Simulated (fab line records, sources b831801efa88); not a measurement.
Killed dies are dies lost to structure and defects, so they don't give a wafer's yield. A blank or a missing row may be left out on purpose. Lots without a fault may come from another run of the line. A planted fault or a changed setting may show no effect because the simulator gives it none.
Chamber matching | flow sky130 | SKY_VIA4_CMP_21 on cmp-02: 4 sister chambers
The step polishes, stops on SiO2, t overpolish 25 s, target thk 0 nm. 4 wafers are shown with their chamber, then 7 later ones without.

WAFERS WITH THEIR CHAMBER
wafer  | chamber | motor_current_A (A)
L078.2 | 2       | 10.7
L083.2 | 0       | 11.7
L086.2 | 1       | 11.3
L086.4 | 3       | 11.6

WAFERS WITHOUT THEIR CHAMBER
wafer  | motor_current_A (A)
L086.5 | 12.5
L089.3 | 11.9
L089.4 | 10.4
L089.5 | 12.9
L093.3 | 10.6
L093.4 | 13.0
L093.6 | 10.7

WHICH CHAMBER EACH WENT THROUGH
wafer  | from the rows above               | in truth
L086.5 | can't be placed: 0 or 3 or 1 or 2 | 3
L089.3 | can't be placed: 0 or 3 or 1 or 2 | 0
L089.4 | can't be placed: 2 or 1 or 3 or 0 | 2
L089.5 | can't be placed: 0 or 3 or 1 or 2 | 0
L093.3 | can't be placed: 2 or 1 or 3 or 0 | 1
L093.4 | can't be placed: 0 or 3 or 1 or 2 | 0
L093.6 | can't be placed: 2 or 1 or 3 or 0 | 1
Placed correctly: 0 of 7. Can't be placed from these rows: 7 (the true chamber is among the candidates in 7). Placed wrongly: 0.
How it was worked out, from the rows above alone: a wafer's distance from a chamber is the root of the sum, over the readings, of the square of ((its reading less the chamber's mean) divided by the reading's scatter). The wafer belongs to the nearest chamber; if the next one is less than 2 further off, it can't be placed. A chamber's mean is the mean of its shown wafers. The scatter: with one shown wafer a chamber, the root of the mean of the squares of how far each hidden wafer lies from its nearest shown one.
